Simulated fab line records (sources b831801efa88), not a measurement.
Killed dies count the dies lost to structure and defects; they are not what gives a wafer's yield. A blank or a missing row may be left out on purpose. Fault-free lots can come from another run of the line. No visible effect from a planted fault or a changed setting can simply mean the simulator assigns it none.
fab line records ; flow gf180mcu
record: lots: 15; wafers: 45; lastDay: 34
route steps=602 shown MIM@523 V5@543
lots that met no fault: taken from a fault-free run of the same line
startH: start of the lot's first displayed wafer, in hours after the record's first day ; waitH: hours elapsed since this lot's preceding step ; " the same as in the row above ; L1.1+2: a single row standing in for several wafers ; - value missing, or start not given ; * or withheld: withheld ; < > ~ a bound
route shown NAME@n: NAME is a module with steps in the file, n the number in the route of the first one ; usual: average and standard deviation across the fault-free wafers ; same: alike in all rows ; chamber/n: place in a boat ; sites: each site's reading ; _std_site: the standard deviation of these ; _edge_site: outer sites' mean less inner sites' ; radiusMm: for every site, how far away it sits from the centre of the wafer ; mask NAME#n: copy n ; behind: the last tool/chamber to shape the wafer ; hold: reason for holding the lot/hours on hold/outcome of the hold ; device: transistor that didn't switch, given as n, p or np ; end of line: the route-end tests of the same wafers ; a step with no rows: only its recipe ; killed: not the wafer's yield, but the dies lost to structure and defects at the first sort ; map: shows each die of a wafer: x if killed, . if not, _ if none is there
set.NAME: the setting the step ran with; set.NAME@STEP: the setting that earlier step ran with ; model.NAME: the simulator's own value behind a step, which no gauge read
a sample of lots followed through the steps of the route, with each step as a table and each wafer as a row
services: when a tool's chamber went out of use (startH, in hours from the record's first day, below 0 if earlier), for how many hours, and the reason
== steps ==
step: GF_MIM_STRIP_20
recipe: chemistry: O2/N2; powerW: 1400; pressureMtorr: 1500; platenTempC: 250; o2FlowSccm: 3000; n2FlowSccm: 300; overashFraction: 0.5
usual: drypumpMotorCurrentA: 5.75/0.19; heaterPowerW: 342/14; oesProductAu: 0.692/0.0048; platenTempC: 249.98/0.19; stripTimeToEndpointS: 11.22/0.043
lot.wafer;tool;chamber;startH;waitH;drypumpMotorCurrentA;heaterPowerW;oesProductAu;platenTempC;rfHoursCounterH;stripTimeToEndpointS
L143.1;plasmaAsher-01;0;587.58;0.0;5.97;329;0.693;249.90;93;11.25
L143.5;plasmaAsher-01;0;587.58;0.0;5.97;336;0.698;249.85;-;11.24
L143.6;plasmaAsher-01;1;587.58;0.0;5.58;348;0.695;250.16;-;11.24
L144.1;plasmaAsher-04;0;600.48;0.0;5.97;362;0.689;250.04;88;11.23
L144.2;plasmaAsher-04;1;600.48;0.0;5.50;354;0.690;249.63;88;11.21
L144.5;plasmaAsher-04;1;600.48;0.0;5.50;366;0.693;249.64;-;11.23
L145.1;plasmaAsher-01;1;604.68;0.0;5.57;343;0.692;250.25;95;11.26
L145.3;plasmaAsher-01;0;604.68;0.0;6.01;328;0.695;249.93;-;11.28
L145.5;plasmaAsher-01;1;604.68;0.0;5.58;341;0.688;250.13;-;11.28
L146.2;plasmaAsher-03;1;613.92;0.0;5.57;321;0.686;249.92;19;11.29
L146.3;plasmaAsher-03;1;613.92;0.0;5.63;327;0.692;249.92;-;11.29
L146.6;plasmaAsher-03;0;613.92;0.0;5.84;339;0.700;249.83;-;11.29
L147.1;plasmaAsher-01;1;621.22;0.0;5.60;341;0.682;249.43;97;11.22
L147.3;plasmaAsher-01;0;621.22;0.0;6.00;328;0.693;249.94;-;11.29
L147.6;plasmaAsher-01;1;621.22;0.0;5.59;344;0.705;249.96;-;11.21
L149.1;plasmaAsher-03;0;635.22;0.0;5.83;359;0.695;250.08;21;11.27
L149.5;plasmaAsher-03;1;635.22;0.0;5.63;324;0.688;249.65;-;11.24
L149.6;plasmaAsher-03;0;635.22;0.0;5.80;348;0.682;250.38;-;11.22
L150.2;plasmaAsher-03;1;651.99;0.1;5.65;325;0.690;249.98;24;11.16
L150.4;plasmaAsher-03;0;651.99;0.1;5.82;343;0.693;250.14;-;11.19
L150.5;plasmaAsher-03;1;651.99;0.1;5.63;326;0.691;250.22;-;11.18
L151.1;plasmaAsher-01;0;654.77;0.0;6.02;331;0.688;250.07;101;11.11
L151.4;plasmaAsher-01;1;654.77;0.0;5.59;345;0.685;249.98;-;11.13
L151.6;plasmaAsher-01;1;654.77;0.0;5.61;346;0.695;249.93;-;11.16
L152.2;plasmaAsher-01;1;663.57;0.0;5.59;349;0.683;249.44;102;11.17
L152.3;plasmaAsher-01;0;663.57;0.0;6.01;335;0.690;250.02;-;11.19
L152.6;plasmaAsher-01;0;663.57;0.0;5.99;329;0.691;250.10;-;11.18
L153.1;plasmaAsher-04;0;666.10;0.0;5.95;365;0.696;250.02;92;11.24
L153.3;plasmaAsher-04;0;666.10;0.0;5.95;352;0.686;249.97;-;11.23
L153.6;plasmaAsher-04;0;666.10;0.0;5.96;360;0.698;250.01;-;11.25
L158.1;plasmaAsher-03;0;702.30;0.0;5.81;348;0.693;250.03;29;11.25
L158.4;plasmaAsher-03;0;702.30;0.0;5.82;351;0.701;250.11;-;11.27
L158.5;plasmaAsher-03;1;702.30;0.0;5.59;324;0.694;250.10;-;11.26
L162.2;plasmaAsher-01;1;729.37;0.0;5.61;337;0.687;250.00;108;11.20
L162.5;plasmaAsher-01;0;729.37;0.0;6.00;336;0.692;250.06;-;11.14
L162.6;plasmaAsher-01;1;729.37;0.0;5.61;339;0.689;250.21;-;11.12
L163.3;plasmaAsher-03;0;732.39;0.1;5.83;344;0.687;249.92;-;11.26
L163.4;plasmaAsher-03;1;732.39;0.1;5.61;330;0.705;249.97;-;11.27
L163.6;plasmaAsher-03;1;732.39;0.1;5.61;322;0.696;249.84;-;11.24
L165.1;plasmaAsher-01;0;743.80;0.0;6.01;322;0.689;249.87;0;11.26
L165.4;plasmaAsher-01;0;743.80;0.0;6.02;325;0.687;249.71;-;11.22
L165.5;plasmaAsher-01;1;743.80;0.0;5.59;342;0.696;250.01;-;11.19
L166.1;plasmaAsher-03;0;751.50;0.1;5.83;342;0.692;249.88;35;11.21
L166.4;plasmaAsher-03;0;751.50;0.1;5.83;342;0.693;249.70;-;11.25
L166.6;plasmaAsher-03;1;751.50;0.1;5.67;325;0.692;250.10;-;11.17
step: GF_V5_THK_MEAS_03
recipe: reads: SiO2_of_V5_CVD_02
usual: V5_CVD_02_THK: 1447/19
lot.wafer;tool;chamber;startH;waitH;V5_CVD_02_THK[nm]
L143.1;filmMetro-02;-;610.46;0.1;1438
L143.5;filmMetro-02;-;610.46;0.1;1468
L143.6;filmMetro-02;-;610.46;0.1;1450
L144.1;filmMetro-04;-;622.84;0.1;1452
L144.2;filmMetro-04;-;622.84;0.1;1429
L144.5;filmMetro-04;-;622.84;0.1;1457
L145.1;filmMetro-01;-;627.18;0.1;1445
L145.3;filmMetro-01;-;627.18;0.1;1448
L145.5;filmMetro-01;-;627.18;0.1;1476
L146.2;filmMetro-04;-;636.52;0.1;1426
L146.3;filmMetro-04;-;636.52;0.1;1439
L146.6;filmMetro-04;-;636.52;0.1;1453
L147.1;filmMetro-02;-;642.83;0.1;1475
L147.3;filmMetro-02;-;642.83;0.1;1458
L147.6;filmMetro-02;-;642.83;0.1;1479
L149.1;filmMetro-02;-;656.75;0.1;1416
L149.5;filmMetro-02;-;656.75;0.1;1460
L149.6;filmMetro-02;-;656.75;0.1;1456
L150.2;filmMetro-01;-;672.52;0.1;1459
L150.4;filmMetro-01;-;672.52;0.1;1484
L150.5;filmMetro-01;-;672.52;0.1;1486
L151.1;filmMetro-01;-;675.47;0.1;1476
L151.4;filmMetro-01;-;675.47;0.1;1448
L151.6;filmMetro-01;-;675.47;0.1;1456
L152.2;filmMetro-02;-;683.65;0.1;1456
L152.3;filmMetro-02;-;683.65;0.1;1457
L152.6;filmMetro-02;-;683.65;0.1;1479
L153.1;filmMetro-02;-;685.89;0.1;1444
L153.3;filmMetro-02;-;685.89;0.1;1446
L153.6;filmMetro-02;-;685.89;0.1;1448
L158.1;filmMetro-04;-;721.64;0.1;1446
L158.4;filmMetro-04;-;721.64;0.1;1468
L158.5;filmMetro-04;-;721.64;0.1;1457
L162.2;filmMetro-04;-;747.85;0.1;1474
L162.5;filmMetro-04;-;747.85;0.1;1470
L162.6;filmMetro-04;-;747.85;0.1;1459
L163.3;filmMetro-02;-;750.96;0.1;1417
L163.4;filmMetro-02;-;750.96;0.1;1465
L163.6;filmMetro-02;-;750.96;0.1;1444
L165.1;filmMetro-04;-;762.09;0.1;1435
L165.4;filmMetro-04;-;762.09;0.1;1454
L165.5;filmMetro-04;-;762.09;0.1;1430
L166.1;filmMetro-04;-;769.71;0.1;1438
L166.4;filmMetro-04;-;769.71;0.1;1458
L166.6;filmMetro-04;-;769.71;0.1;1475
step: GF_V5_PEB_12
recipe: pebTempC: 135; pebTimeS: 90; resist: KrF
usual: chillPlateTempC: 23.01/0.11; exhaustPa: 44.8/0.88
lot.wafer;tool;chamber;startH;waitH;chillPlateTempC;exhaustPa
L143.1;lithoTrack-04;0;631.48;-;23.02;45.7
L143.5;lithoTrack-04;0;631.48;-;22.95;45.1
L143.6;lithoTrack-04;0;631.48;-;22.91;45.9
L144.1;lithoTrack-03;0;642.45;-;23.01;44.3
L144.2;lithoTrack-03;0;642.45;-;22.96;45.0
L144.5;lithoTrack-03;0;642.45;-;23.02;45.7
L145.1;lithoTrack-01;0;647.63;-;22.86;44.5
L145.3;lithoTrack-01;0;647.63;-;22.75;43.3
L145.5;lithoTrack-01;0;647.63;-;22.94;43.6
L146.2;lithoTrack-03;0;656.94;-;22.76;45.1
L146.3;lithoTrack-03;0;656.94;-;23.14;44.3
L146.6;lithoTrack-03;0;656.94;-;22.91;44.4
L147.1;lithoTrack-04;0;662.13;-;22.93;45.7
L147.3;lithoTrack-04;0;662.13;-;22.98;46.0
L147.6;lithoTrack-04;0;662.13;-;22.99;45.8
L149.1;lithoTrack-04;0;676.43;-;22.85;44.7
L149.5;lithoTrack-04;0;676.43;-;22.95;46.2
L149.6;lithoTrack-04;0;676.43;-;22.92;45.9
L150.2;lithoTrack-04;-;691.62;-;-;-
L150.4;lithoTrack-04;-;691.62;-;-;-
L150.5;lithoTrack-04;-;691.62;-;-;-
L151.1;lithoTrack-03;-;694.85;-;-;-
L151.4;lithoTrack-03;-;694.85;-;-;-
L151.6;lithoTrack-03;-;694.85;-;-;-
L152.2;lithoTrack-03;-;702.69;-;-;-
L152.3;lithoTrack-03;-;702.69;-;-;-
L152.6;lithoTrack-03;-;702.69;-;-;-
L153.1;lithoTrack-04;0;704.73;-;23.33;44.9
L153.3;lithoTrack-04;0;704.73;-;23.10;46.0
L153.6;lithoTrack-04;0;704.73;-;22.92;45.4
L158.1;lithoTrack-04;0;739.88;-;23.06;45.2
L158.4;lithoTrack-04;0;739.88;-;23.17;44.4
L158.5;lithoTrack-04;0;739.88;-;23.15;44.9
L162.2;lithoTrack-03;0;764.34;-;23.01;45.0
L162.5;lithoTrack-03;0;764.34;-;23.01;44.9
L162.6;lithoTrack-03;0;764.34;-;23.04;46.1
L163.3;lithoTrack-03;0;767.42;-;23.06;44.5
L163.4;lithoTrack-03;0;767.42;-;23.01;44.4
L163.6;lithoTrack-03;0;767.42;-;23.12;46.4
L165.1;lithoTrack-01;0;778.93;-;23.06;45.5
L165.4;lithoTrack-01;0;778.93;-;23.10;44.8
L165.5;lithoTrack-01;0;778.93;-;22.98;45.4
L166.1;lithoTrack-01;0;785.58;-;22.84;43.8
L166.4;lithoTrack-01;0;785.58;-;23.09;44.3
L166.6;lithoTrack-01;0;785.58;-;23.05;45.3
step: GF_V5_ETCH_16
recipe: chemistry: N2/H2; targetDepthA: withheld; overetchA: withheld; timeS: withheld; target: BARC; ionEnergyEv: 200; sourceW: 500; biasW: 100; pressureMtorr: 30; n2FlowSccm: 100; h2FlowSccm: 200
usual: drypumpMotorCurrentA: 5.9/0.31; oesProductAu: 0.856/0.0045; throttleValvePct: 13.225/0.0089
lot.wafer;tool;chamber;startH;waitH;drypumpMotorCurrentA;oesProductAu;throttleValvePct
L143.1;rieDiel-02;1;631.99;0.0;5.7;0.858;13.211
L143.5;rieDiel-02;3;631.99;0.0;5.7;0.851;13.217
L143.6;rieDiel-02;2;631.99;0.0;6.3;0.853;13.238
L144.1;rieDiel-04;0;642.96;0.0;6.0;0.855;13.218
L144.2;rieDiel-04;1;642.96;0.0;6.3;0.857;13.215
L144.5;rieDiel-04;0;642.96;0.0;5.9;0.864;13.232
L145.1;rieDiel-02;2;648.13;0.0;6.3;0.855;13.225
L145.3;rieDiel-02;0;648.13;0.0;6.4;0.861;13.232
L145.5;rieDiel-02;1;648.13;0.0;5.7;0.849;13.225
L146.2;rieDiel-04;3;657.41;0.0;6.2;0.850;13.216
L146.3;rieDiel-04;1;657.41;0.0;6.2;0.861;13.221
L146.6;rieDiel-04;2;657.41;0.0;6.0;0.865;13.228
L147.1;rieDiel-03;0;662.64;0.0;5.5;0.854;13.234
L147.3;rieDiel-03;1;662.64;0.0;5.6;0.858;13.215
L147.6;rieDiel-03;1;662.64;0.0;5.6;0.860;13.232
L149.1;rieDiel-02;1;676.94;0.0;5.7;0.857;13.227
L149.5;rieDiel-02;1;676.94;0.0;5.7;0.853;13.223
L149.6;rieDiel-02;0;676.94;0.0;6.3;0.859;13.230
L150.2;rieDiel-02;3;692.09;0.0;5.7;0.856;13.240
L150.4;rieDiel-02;1;692.09;0.0;5.7;0.852;13.219
L150.5;rieDiel-02;3;692.09;0.0;5.7;0.854;13.224
L151.1;rieDiel-04;3;695.41;0.0;6.2;0.855;13.223
L151.4;rieDiel-04;0;695.41;0.0;5.9;0.854;13.211
L151.6;rieDiel-04;3;695.41;0.0;6.2;0.857;13.200
L152.2;rieDiel-03;2;703.16;0.0;5.6;0.855;13.229
L152.3;rieDiel-03;3;703.16;0.0;5.5;0.859;13.232
L152.6;rieDiel-03;2;703.16;0.0;5.6;0.862;13.206
L153.1;rieDiel-02;1;705.24;0.0;5.7;0.855;13.234
L153.3;rieDiel-02;1;705.24;0.0;5.7;0.858;13.225
L153.6;rieDiel-02;2;705.24;0.0;6.3;0.856;13.232
L158.1;rieDiel-02;3;740.39;0.0;5.7;0.863;13.227
L158.4;rieDiel-02;1;740.39;0.0;5.7;0.849;13.238
L158.5;rieDiel-02;0;740.39;0.0;6.3;0.855;13.222
L162.2;rieDiel-04;0;764.81;0.0;6.0;0.862;13.220
L162.5;rieDiel-04;2;764.81;0.0;6.1;0.858;13.229
L162.6;rieDiel-04;1;764.81;0.0;6.3;0.865;13.220
L163.3;rieDiel-03;2;767.86;0.0;5.6;0.850;13.224
L163.4;rieDiel-03;3;767.86;0.0;5.5;0.858;13.227
L163.6;rieDiel-03;1;767.86;0.0;5.6;0.851;13.220
L165.1;rieDiel-03;1;779.43;0.0;5.6;0.861;13.233
L165.4;rieDiel-03;3;779.43;0.0;5.5;0.853;13.226
L165.5;rieDiel-03;0;779.43;0.0;5.6;0.860;13.244
L166.1;rieDiel-02;3;786.08;0.0;5.7;0.862;13.216
L166.4;rieDiel-02;2;786.08;0.0;6.3;0.857;13.226
L166.6;rieDiel-02;3;786.08;0.0;5.7;0.861;13.232
== services ==
tool;chamber;startH;hours;kind
rieDiel-03;1;570.99;-;clean
rieDiel-03;1;570.99;14.3;scheduledDown
plasmaAsher-04;-;611.03;5.8;repair
rieDiel-04;1;630.89;9.5;repair
rieDiel-02;3;634.70;43.5;repair
plasmaAsher-04;-;636.28;16.2;repair
rieDiel-03;-;641.57;2.8;pm
plasmaAsher-04;-;655.09;2.8;pm
rieDiel-04;-;680.13;2.3;repair
rieDiel-02;0;690.50;1.7;repair
rieDiel-02;0;692.24;-;clean
rieDiel-02;0;692.24;13.3;scheduledDown
rieDiel-02;0;692.24;13.3;ventCycle
rieDiel-02;3;700.15;6.5;repair
rieDiel-03;3;728.10;1.2;repair
plasmaAsher-01;-;733.75;9.0;pm
plasmaAsher-01;0;733.75;9.0;ventCycle
plasmaAsher-01;1;733.75;9.0;ventCycle
plasmaAsher-01;0;742.75;-;clean
plasmaAsher-01;1;742.75;-;clean
plasmaAsher-04;-;743.74;2.5;repair
rieDiel-02;1;758.33;8.4;repair
plasmaAsher-04;-;782.06;8.4;repair
plasmaAsher-01;-;782.89;2.8;pm
== key ==
firstSign: step: GF_V5_PEB_12; reading: toolRecord; direction: missing
effect none on later readings
metAt GF_V5_PEB_12
struckLots L150,L151,L152
laterRowsLeftOut L150.2,L150.4,L150.5,L151.1,L151.4,L151.6,L152.2,L152.3,L152.6
sortLeftOut L150.2,L150.4,L150.5,L151.1,L151.4,L151.6,L152.2,L152.3,L152.6
notActingAt GF_MIM_STRIP_20,GF_V5_THK_MEAS_03,GF_V5_ETCH_16
onsetBetween 676.43 691.62
fault: kind: skippedStepWhole; tool: lithoTrack-03,lithoTrack-04; chamber: -; onsetH: 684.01; steps: GF_V5_PEB_12; scope: struckLotsOnly
sortLeftOut: the simulated sort isn't trusted on such a fault, so these wafers' sort isn't shown, and their yield isn't known
laterRowsLeftOut: the simulator's readings of these wafers behind a module that went badly wrong aren't trusted and aren't shown, but for the sort
